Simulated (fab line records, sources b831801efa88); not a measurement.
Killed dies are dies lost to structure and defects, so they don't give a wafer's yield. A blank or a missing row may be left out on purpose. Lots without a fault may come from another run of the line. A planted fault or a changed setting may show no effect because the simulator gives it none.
A struck lot beside a sound one | flow sky130 | 15 steps out of a route of 708
Sound: wafers L431.1, L431.3, L431.5. Struck: wafers L433.2, L433.3, L433.6. The cause comes at the end.
At each step with rows: each side's tool, then ch and its chambers, then its first start. Under that, the readings that differ: sound wafers | struck wafers | difference of the means | sigmas: that difference in standard deviations of wafers without a fault.
alike: readings whose means differ by less than 2 such deviations, and words and numbers that are the same on both sides. not compared: withheld readings, readings that some wafer has no value for, bounds like >300 that may hide the same value, and numbers for which the record gives no deviation and whose values overlap.
The two part at a step that has a row with sigmas, a row that says differs or no value, or rows on one side only. Numbers that don't overlap but have no deviation are shown without sigmas and don't part them. A reading that every wafer of one side lacks parts them only if that side has two wafers or more.

SKY_LDD_HVP_TW_MEAS_10:
  sound on film_metro-03, day 25 03:13; struck on film_metro-02, day 25 14:01
  reading    | sound       | struck      | difference | sigmas
  LDD_HVP_TW | 466 462 466 | 447 447 447 | -18        | -3
then, 7 steps without rows for these wafers: SKY_LDD_LDN_DEHYDRATE_00 (time 60 s); SKY_LDD_LDN_HMDS_01 (prime time 60 s); SKY_LDD_LDN_COAT_02 (resist thk 1140 nm); SKY_LDD_LDN_SOFTBAKE_03 (time 60 s); SKY_LDD_LDN_EXPOSE_04 (exposes mask LDNTM, target cd 700 nm); SKY_LDD_LDN_PEB_05; SKY_LDD_LDN_DEVELOP_06 (develop time 60 s).
SKY_LDD_LDN_OVL_MEAS_07:
  sound on overlay-01, day 26 07:55; struck on overlay-02, day 26 18:36
  alike: LDD_LDN_OVL
then, 3 steps without rows for these wafers: SKY_LDD_LDN_IMPLANT_08; SKY_LDD_LDN_IMPLANT_09; SKY_LDD_LDN_IMPLANT_10.
SKY_LDD_LDN_IMPLANT_11:
  sound on implanter-03 ch 0, day 26 08:25; struck on implanter-03, day 26 19:06
  no value came back on the struck wafers for beam_energy_keV, beam_on_s (s); on the sound wafers beam_energy_keV reads 15.002 15.000 15.001
SKY_LDD_LDN_STRIP_12: strips in O2/N2.
  sound on plasma_asher-02 ch 0,1, day 26 08:34; struck on plasma_asher-02 ch 0,1, day 26 19:14
  alike: chamber_pressure_mTorr, drypump_motor_current_A, oes_product_au, strip_time_to_endpoint_s
  not compared: rf_hours_counter_h
SKY_LDD_LDN_TW_MEAS_13:
  sound on film_metro-03, day 26 08:40; struck on film_metro-04, day 26 19:34
  reading    | sound          | struck         | difference | sigmas
  LDD_LDN_TW | 1508 1501 1500 | 1343 1349 1348 | -156       | -9
  not compared: hold

WHERE THEY PART
First at SKY_LDD_HVP_TW_MEAS_10; last, within this record, at SKY_LDD_LDN_TW_MEAS_13.

WHY: what the simulator had put in
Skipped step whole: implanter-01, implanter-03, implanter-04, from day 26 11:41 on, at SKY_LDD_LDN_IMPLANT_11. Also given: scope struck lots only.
